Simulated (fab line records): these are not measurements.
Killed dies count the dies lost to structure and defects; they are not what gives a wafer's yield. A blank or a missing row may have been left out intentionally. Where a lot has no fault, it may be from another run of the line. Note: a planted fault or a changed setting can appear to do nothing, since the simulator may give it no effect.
Which tool was responsible? -- flow gf180mcu -- 7 lots with 21 wafers sampled at 2 steps, on a route of 602 steps

WHAT THE GAUGES SHOWED, per wafer
GF_STI_THK_MEAS_30.
lot,measured,on,STI_OXIDATION_02_THK (nm)
L784,day 2 12:04,film_metro-01,10.09 10.12 10.17
L786,day 2 21:40,film_metro-02,9.90 9.95 9.71
L788,day 3 08:02,film_metro-01,10.12 10.03 10.03
L790,day 3 20:24,film_metro-01,9.87 9.72 9.82
L792,day 4 04:41,film_metro-02,9.80 9.69 9.83
L799,day 5 17:10,film_metro-02,10.12 10.30 10.30
L806,day 7 04:59,film_metro-02,10.50 10.32 10.20

TOOL THAT RAN EACH LOT (tool first, then ch and the chambers of the sampled wafers, then the start)
lot,GF_STI_CMP_25
L784,"cmp-02 ch 0,1, day 2 09:44"
L786,"cmp-02 ch 1,3, day 2 19:23"
L788,"cmp-01 ch 1,3, day 3 05:44"
L790,"cmp-01 ch 1,2,3, day 3 18:13"
L792,"cmp-02 ch 0,1,2, day 4 02:23"
L799,"cmp-01 ch 1,2, day 5 14:48"
L806,"cmp-01 ch 0,1,2, day 7 02:17"
- GF_STI_CMP_25: polishes, stops on Si3N4, t overpolish 33 s, target thk 524.6 nm.

THE ANSWER, worked out from the rows above alone
Rule: what is usual is taken from the lots themselves. The widest of any qualifying gaps counts: lots, ordered by their means at a reading, are off when they make up no more than a third of the lots, leave a main group of 4 or more, and stand apart from it by 3 or more times the standard deviation of that group's means. A main group whose means are all the same, to the digits that the tables above print for the reading, isn't used. A lot without any number at a reading at which 4 lots or more have one is off too. Any other lot the step has rows for is counted as sound.
No lot is off at any reading shown: from this, nothing can be told.

WHAT HAD BEEN PUT IN BY THE SIMULATOR
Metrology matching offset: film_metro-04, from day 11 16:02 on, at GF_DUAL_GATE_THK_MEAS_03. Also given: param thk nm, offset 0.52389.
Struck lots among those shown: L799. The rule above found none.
